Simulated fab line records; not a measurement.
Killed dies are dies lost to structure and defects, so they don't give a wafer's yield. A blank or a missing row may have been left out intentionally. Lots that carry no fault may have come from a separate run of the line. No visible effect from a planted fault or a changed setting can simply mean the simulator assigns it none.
Struck lot and sound lot, side by side || flow sky130 || 36 out of 708 route steps
Sound: wafers L417.1, L417.3, L417.4. Struck: wafer L438.1; the same lot's L438.2 was not struck, so it is left out; see the end for the cause.
Order at every step that has rows: each side's tool, ch and its chambers, its first start. Under that, the readings that differ: sound wafers || struck wafers || difference of the means || sigmas: that difference in standard deviations of wafers without a fault.
alike: words and numbers the same on both sides, and readings whose means are apart by under 2 such deviations; not compared: readings that were withheld, readings missing a value for some wafer, numbers with overlapping values and no deviation given by the record, and bounds like >300 which may hide the same value.
A row with sigmas, a row that says differs or no value, or rows on one side alone: a step with any of these is where the two part. Numbers that don't overlap but have no deviation are shown without sigmas and don't part them. A reading that every wafer of one side lacks parts them only if that side has two wafers or more.

SKY_LOCAL_INTERCONNECT_CD_MEAS_11: target cd 170 nm.
  sound on cd_sem-01 at day 30 08:09; struck on cd_sem-01 at day 36 22:04
  alike: cd_nm
SKY_LOCAL_INTERCONNECT_OVL_MEAS_12:
  sound on overlay-01 at day 30 08:16; struck on overlay-02 at day 36 22:11
  alike: LOCAL_INTERCONNECT_OVL
then, 2 steps without rows for these wafers: SKY_LOCAL_INTERCONNECT_ETCH_13 (etches BARC in N2/H2, stops on SiO2, time 45.9 s, target depth 60 nm); SKY_LOCAL_INTERCONNECT_METAL_ETCH_14 (etches TiN in Cl2/BCl3, stops on PSG, target depth 110 nm, time 31.4 s).
SKY_LOCAL_INTERCONNECT_STRIP_15: strips in O2/N2.
  sound on plasma_asher-01 ch 0,1, day 30 08:25; struck on plasma_asher-04 ch 0, day 36 22:20
{"reading": "chamber_pressure_mTorr (mTorr)", "sound": "1500.0 1502.7 1500.0", "struck": 1497.7, "difference": -3.2, "sigmas": -2}
{"reading": "oes_product_au (a.u.)", "sound": "0.420 0.426 0.422", "struck": 0.433, "difference": "+0.010", "sigmas": "+2"}
  alike: drypump_motor_current_A, o2_flow_sccm, strip_time_to_endpoint_s
  not compared: rf_hours_counter_h
then, 3 steps without rows for these wafers: SKY_LOCAL_INTERCONNECT_STRIP_16 (strips in post etch residue remover, time 1200 s); SKY_LOCAL_INTERCONNECT_CLEAN_17 (cleans in IPA, time 180 s); SKY_LOCAL_INTERCONNECT_CLEAN_18 (cleans in O3/DIW).
SKY_CONTACT_CVD_00: deposits Si3N4, target thk 75 nm.
  sound on pecvd-02 ch 0,2, day 30 09:01; struck on pecvd-02 ch 1, day 36 22:58
  alike: heater_power_w
SKY_CONTACT_THK_MEAS_01:
  sound on film_metro-01 at day 30 09:03; struck on film_metro-02 at day 36 23:01
  alike: CONTACT_CVD_00_THK
then, 1 step without rows for these wafers: SKY_CONTACT_HDPCVD_02 (deposits SiO2, target thk 565 nm, time 94.2 s).
SKY_CONTACT_THK_MEAS_03:
  sound on film_metro-04 at day 30 09:11; struck on film_metro-02 at day 36 23:10
{"reading": "CONTACT_HDPCVD_THK (nm)", "sound": "559 549 557", "struck": 566, "difference": "+11", "sigmas": "+2"}
SKY_CONTACT_CMP_04: polishes SiO2.
  sound on cmp-02 ch 0,1,2, day 30 09:14; struck on cmp-02 ch 0, day 36 23:14
{"reading": "time_to_endpoint_s (s)", "sound": "79 74 76", "struck": 111, "difference": "+35", "sigmas": "+9"}
{"reading": "model.SiO2_of_CONTACT_HDPCVD_02.thk_nm (nm)", "sound": "341 341.1 338.4", "struck": 420.1, "difference": "+79.9", "sigmas": ""}
  alike: head_pressure_psi, motor_current_A
SKY_CONTACT_BOW_MEAS_05:
  sound on film_metro-04 at day 30 09:32; struck on film_metro-04 at day 36 23:32
  alike: CONTACT_BOW
then, 8 steps without rows for these wafers: SKY_CONTACT_DEHYDRATE_06 (time 60 s); SKY_CONTACT_HMDS_07 (prime time 60 s); SKY_CONTACT_COAT_08 (resist thk 60 nm); SKY_CONTACT_COAT_09 (resist thk 450 nm); SKY_CONTACT_SOFTBAKE_10 (time 90 s); SKY_CONTACT_EXPOSE_11 (exposes mask CTM1, target cd 170 nm); SKY_CONTACT_PEB_12; SKY_CONTACT_DEVELOP_13 (develop time 60 s).
SKY_CONTACT_CD_MEAS_14: target cd 170 nm.
  sound on cd_sem-02 at day 31 13:02; struck on cd_sem-01 at day 38 01:24
  alike: cd_nm
SKY_CONTACT_OVL_MEAS_15:
  sound on overlay-01 at day 31 13:09; struck on overlay-02 at day 38 01:31
  alike: CONTACT_OVL
then, 1 step without rows for these wafers: SKY_CONTACT_ETCH_16 (etches BARC in N2/H2, stops on SiO2, time 45.9 s, target depth 60 nm).
SKY_CONTACT_ETCH_17: etches SiO2 in C4F8/O2/Ar, stops on Si3N4, target depth 340 nm.
  sound on rie_diel-03 ch 0,2,3, day 31 13:14; struck on rie_diel-03 ch 2, day 38 01:36
{"reading": "oes_product_au (a.u.)", "sound": "0.895 0.893 0.899", "struck": 0.987, "difference": "+0.091", "sigmas": "+20"}
{"reading": "model.CONTACT.feature_depth_nm (nm)", "sound": "341 341.1 338.4", "struck": 403.2, "difference": "+63.0", "sigmas": ""}
{"reading": "model.etch.depth_nm (nm)", "sound": "341 341.1 338.4", "struck": 403.2, "difference": "+63.0", "sigmas": ""}
  alike: chamber_pressure_mTorr
SKY_CONTACT_ETCH_18: etches Si3N4 in CHF3/O2, stops on TiN, time 39 s, target depth 75 nm.
  sound: rie_diel-03 ch 0,2,3; struck: rie_diel-03 ch 2
  alike: chamber_pressure_mTorr, drypump_motor_current_A, oes_product_au, throttle_valve_pct
  not compared: rf_hours_counter_h
SKY_CONTACT_STRIP_19: strips in O2/N2.
  sound on plasma_asher-02 ch 0,1, day 31 13:19; struck on plasma_asher-03 ch 1, day 38 01:41
{"reading": "oes_product_au (a.u.)", "sound": "0.379 0.380 0.365", "struck": 0.385, "difference": "+0.010", "sigmas": "+2"}
  alike: chamber_pressure_mTorr, drypump_motor_current_A, o2_flow_sccm, strip_time_to_endpoint_s
  not compared: rf_hours_counter_h
then, 5 steps without rows for these wafers: SKY_CONTACT_STRIP_20 (strips in post etch residue remover, time 1200 s); SKY_CONTACT_CLEAN_21 (cleans in IPA, time 180 s); SKY_CONTACT_CLEAN_22 (cleans in O3/DIW); SKY_CONTACT_SPUTTER_23 (material TiN, target thk 20 nm, time 80 s); SKY_CONTACT_CVD_24 (deposits W, target thk 340 nm, time 102.12 s).
SKY_CONTACT_CMP_27: polishes, stops on SiO2, t overpolish 15 s, target thk 0 nm.
  sound on cmp-02 ch 1,2,3, day 31 14:19; struck on cmp-01 ch 1, day 38 02:45
{"reading": "model.SiO2_of_CONTACT_HDPCVD_02.thk_nm (nm)", "sound": "337.8 337.9 335.2", "struck": 416.9, "difference": "+79.9", "sigmas": ""}
  alike: head_pressure_psi, motor_current_A
SKY_METAL1_SPUTTER_00: material Ti, target thk 15 nm, time 10 s.
  rows exist in the record for the sound wafers here (pvd_sputter-03, day 31 14:34), none for the struck ones
-- the record jumps here: 12 days lie between the struck wafers' starts before and after (it left off in module METAL1 and takes up again in module PAD_OPEN, whose first step shown is number 708 of the route) --
SKY_PAD_OPEN_PROBE_99:
  sound on prober-02 at day 45 15:29; struck on prober-01 at day 50 11:05
{"reading": "killed_at_contacts", "sound": "26 21 20", "struck": 345, "difference": "+323", "sigmas": "+65"}
{"reading": "killed_dies", "sound": "99 79 79", "struck": 396, "difference": "+310", "sigmas": "+32"}
{"reading": "killed_on_rim", "sound": "22 16 21", "struck": 38, "difference": "+18", "sigmas": "+5"}
  alike: killed_at_M0_to_M3, killed_at_M4_up, killed_at_front_end, killed_at_other, killed_open, killed_short

## WHERE THEY PART
Earliest at SKY_LOCAL_INTERCONNECT_STRIP_15; latest, in this record, at SKY_PAD_OPEN_PROBE_99.

WHY: whatever the simulator had introduced
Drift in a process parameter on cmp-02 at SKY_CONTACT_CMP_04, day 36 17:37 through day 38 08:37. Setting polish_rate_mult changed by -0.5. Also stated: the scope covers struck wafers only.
